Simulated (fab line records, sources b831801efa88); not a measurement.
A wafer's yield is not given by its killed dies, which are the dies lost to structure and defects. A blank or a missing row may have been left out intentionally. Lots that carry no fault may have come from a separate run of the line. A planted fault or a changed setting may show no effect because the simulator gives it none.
Split-lot study ; flow gf180mcu ; 5 lots, 23 wafers read, on a route of 602 steps

## THE SPLIT ITSELF
At GF_HV_LDD_EXPOSE_04 (exposes mask Nplus LV AREA, target cd 400 nm), the setting doseMj was moved away from the recipe's 140 on 8 of the 23 wafers read, by +2.6% to +4.4%. This setting was run at the recipe's value on the other wafers.

## FROM THE SPLIT TO THE READING: what the file shows between them, 2 steps
- GF_HV_LDD_PEB_05
- GF_HV_LDD_DEVELOP_06: develop time 60 s

## THE READING
cdNm, in nm, at GF_HV_LDD_CD_MEAS_07 (target cd 400 nm). Typical for fault-free wafers on this fab line: 401.2 nm, with standard deviation 1.8 nm.

wafer;tool, chamber at the split;doseMj as run;against the recipe;cdNm, nm;against lot-mates on the recipe
L074.1;ilineStepper-01, 0;140;recipe;400.0;-
L074.3;ilineStepper-01, 0;146.1;+4.4%;412.7;+12.8
L074.4;ilineStepper-01, 0;140;recipe;400.1;-
L074.5;ilineStepper-01, 0;140;recipe;399.6;-
L074.6;ilineStepper-01, 0;146.1;+4.4%;414.1;+14.2
L076.1;ilineStepper-02, 0;140;recipe;403.7;-
L076.4;ilineStepper-02, 0;140;recipe;402.4;-
L076.5;ilineStepper-02, 0;140;recipe;403.4;-
L080.1;ilineStepper-02, 0;140;recipe;400.6;-
L080.2;ilineStepper-02, 0;140;recipe;401.1;-
L080.4;ilineStepper-02, 0;140;recipe;399.7;-
L080.5;ilineStepper-02, 0;140;recipe;400.2;-
L080.6;ilineStepper-02, 0;140;recipe;399.2;-
L083.1;ilineStepper-01, 0;143.6;+2.6%;409.9;+7.4
L083.2;ilineStepper-01, 0;140;recipe;402.4;-
L083.3;ilineStepper-01, 0;140;recipe;402.6;-
L083.4;ilineStepper-01, 0;143.6;+2.6%;411.9;+9.4
L083.6;ilineStepper-01, 0;143.6;+2.6%;410.7;+8.2
L085.1;ilineStepper-01, 0;144.7;+3.4%;412.4;+11.2
L085.2;ilineStepper-01, 0;144.7;+3.4%;410.2;+9.0
L085.4;ilineStepper-01, 0;140;recipe;400.5;-
L085.5;ilineStepper-01, 0;140;recipe;401.9;-
L085.6;ilineStepper-01, 0;144.7;+3.4%;409.1;+7.9

FIT RESULTS
A straight line over all 23 wafers: cdNm changes by +2.98 nm for each +1% of doseMj; r = +0.95; the points scatter about the line by 1.6 nm.
The same after taking each lot's own level away (the mean of its wafers on the recipe; 23 wafers): +3.01 nm for each +1%; r = +0.99; scatter 0.87 nm.
That fit puts the effect of the largest move of doseMj on the reading at 13 nm.
From 399.90 to 403.17 nm: that is the span of the lots' own levels, equal to 1.8 times the standard deviation above.
Consequently the slope shifts little with the lot-to-lot level, the two slopes agreeing.
Check: with one of the wafers moved furthest among these (+4.4%) left out of the fit, the line predicts +13.2 nm for it against its lot-mates. Against them it came out at +12.8 nm.

## OTHER SPLITS ON THESE WAFERS
These wafers also went through other splits before the reading. Each is held against what the fit with the lots' levels taken away leaves over:
other split on the same wafers;wafers away from the commonest value;r with cdNm (lot level and that fit taken away)
GF_VT_IMPLANT_WET_ETCH_50 tempC;15;-0.03
GF_POLY_GATE_CVD_00 pressureMtorr;15;-0.14

## FILE'S OWN FIT
cdNm changes by +3.03 nm for each +1% of doseMj, r = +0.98.
